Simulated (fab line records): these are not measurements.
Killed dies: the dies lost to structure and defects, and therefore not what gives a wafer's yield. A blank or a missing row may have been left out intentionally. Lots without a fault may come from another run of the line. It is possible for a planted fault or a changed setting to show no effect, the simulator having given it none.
Comparing a struck lot with a sound one | flow sky130 | 27 steps out of a route of 708
Sound: the wafers L957.1, L957.4, L957.6. Struck: wafers L951.3, L951.4, L951.5. The cause is given at the end.
Each step with rows lists, per side, the tool, then ch with its chambers, then its first start. Under that, the readings that differ: sound wafers | struck wafers | difference of the means | sigmas: that difference in standard deviations of wafers without a fault.
alike: readings whose means differ by less than 2 such deviations, and words and numbers that are the same on both sides. not compared: withheld readings, readings that some wafer has no value for, bounds like >300 that may hide the same value, and numbers for which the record gives no deviation and whose values overlap.
Wherever a step has rows on one side only, a row that says differs or no value, or a row with sigmas, the two part there. Numbers that have no deviation but don't overlap get no sigmas and don't part them. A reading that every wafer of one side lacks parts them only if that side has two wafers or more.

first, 3 steps without rows for these wafers: SKY_LDD_N_EXPOSE_04 (exposes mask NTM, target cd 840 nm); SKY_LDD_N_PEB_05; SKY_LDD_N_DEVELOP_06 (develop time 60 s).
SKY_LDD_N_OVL_MEAS_07:
  sound: overlay-02 at day 23 12:11; struck: overlay-02 at day 21 07:26
  alike: LDD_N_OVL
then, 8 steps without rows for these wafers: SKY_LDD_N_IMPLANT_08; SKY_LDD_N_IMPLANT_09; SKY_LDD_N_IMPLANT_10; SKY_LDD_N_IMPLANT_11; SKY_LDD_N_IMPLANT_12; SKY_LDD_N_IMPLANT_13; SKY_LDD_N_IMPLANT_14; SKY_LDD_N_IMPLANT_15.
SKY_LDD_N_STRIP_16: strips in O2/N2.
  sound on plasma-asher-03 ch 0,1, day 23 13:25; struck on plasma-asher-04 ch 0,1, day 21 08:41
  no value came back on the struck wafers for chamber-pressure-mTorr (mTorr), drypump-motor-current-A (A), oes-product-au (a.u.), strip-time-to-endpoint-s (s); on the sound wafers chamber-pressure-mTorr (mTorr) reads 1498.9 1497.2 1497.9
  reading                                    | sound | struck          | difference | sigmas
  model.NOVOLAK_of_LDD_N_COAT_02.thk-nm (nm) | 0 0 0 | 300 300.1 299.7 | +300       |
  not compared: rf-hours-counter-h
SKY_LDD_N_TW_MEAS_17:
  sound: film-metro-01 at day 23 13:31; struck: film-metro-02 at day 21 08:47
  reading  | sound          | struck         | difference | sigmas
  LDD_N_TW | 2628 2621 2614 | 2561 2549 2582 | -57        | -3
then, 7 steps without rows for these wafers: SKY_LDD_P_DEHYDRATE_00 (time 60 s); SKY_LDD_P_HMDS_01 (prime time 60 s); SKY_LDD_P_COAT_02 (resist thk 1140 nm); SKY_LDD_P_SOFTBAKE_03 (time 60 s); SKY_LDD_P_EXPOSE_04 (exposes mask PSDM, target cd 380 nm); SKY_LDD_P_PEB_05; SKY_LDD_P_DEVELOP_06 (develop time 60 s).
SKY_LDD_P_CD_MEAS_07: target cd 380 nm.
  sound: cd-sem-02 at day 24 19:22; struck: cd-sem-01 at day 22 14:40
  alike: cd-nm
SKY_LDD_P_OVL_MEAS_08:
  sound: overlay-02 at day 24 19:29; struck: overlay-02 at day 22 14:45
  reading        | sound          | struck      | difference | sigmas
  LDD_P_OVL (nm) | -2.5 -3.1 -1.7 | 0.3 1.1 2.6 | +3.8       | +3
after that, 1 step had no rows for these wafers: SKY_LDD_P_IMPLANT_09.
SKY_LDD_P_STRIP_10: strips in O2/N2.
  sound on plasma-asher-04 ch 0,1, day 24 19:41; struck on plasma-asher-03 ch 0,1, day 22 14:58
  reading                      | sound             | struck            | difference | sigmas
  strip-time-to-endpoint-s (s) | 14.20 14.18 14.11 | 18.73 18.71 18.73 | +4.56      | +99 or more
  alike: chamber-pressure-mTorr, drypump-motor-current-A, oes-product-au
  not compared: rf-hours-counter-h
SKY_LDD_P_TW_MEAS_11:
  sound: film-metro-02 at day 24 19:47; struck: film-metro-04 at day 22 15:03
  reading  | sound       | struck   | difference | sigmas
  LDD_P_TW | 632 629 633 | 30 30 30 | -601       | -99 or more
then, 1 step without rows for these wafers: SKY_LDD_HVN_DEHYDRATE_00 (time 60 s).

## WHERE THEY PART
First at SKY_LDD_N_STRIP_16; last, within this record, at SKY_LDD_P_TW_MEAS_11.

WHY: whatever the simulator had introduced
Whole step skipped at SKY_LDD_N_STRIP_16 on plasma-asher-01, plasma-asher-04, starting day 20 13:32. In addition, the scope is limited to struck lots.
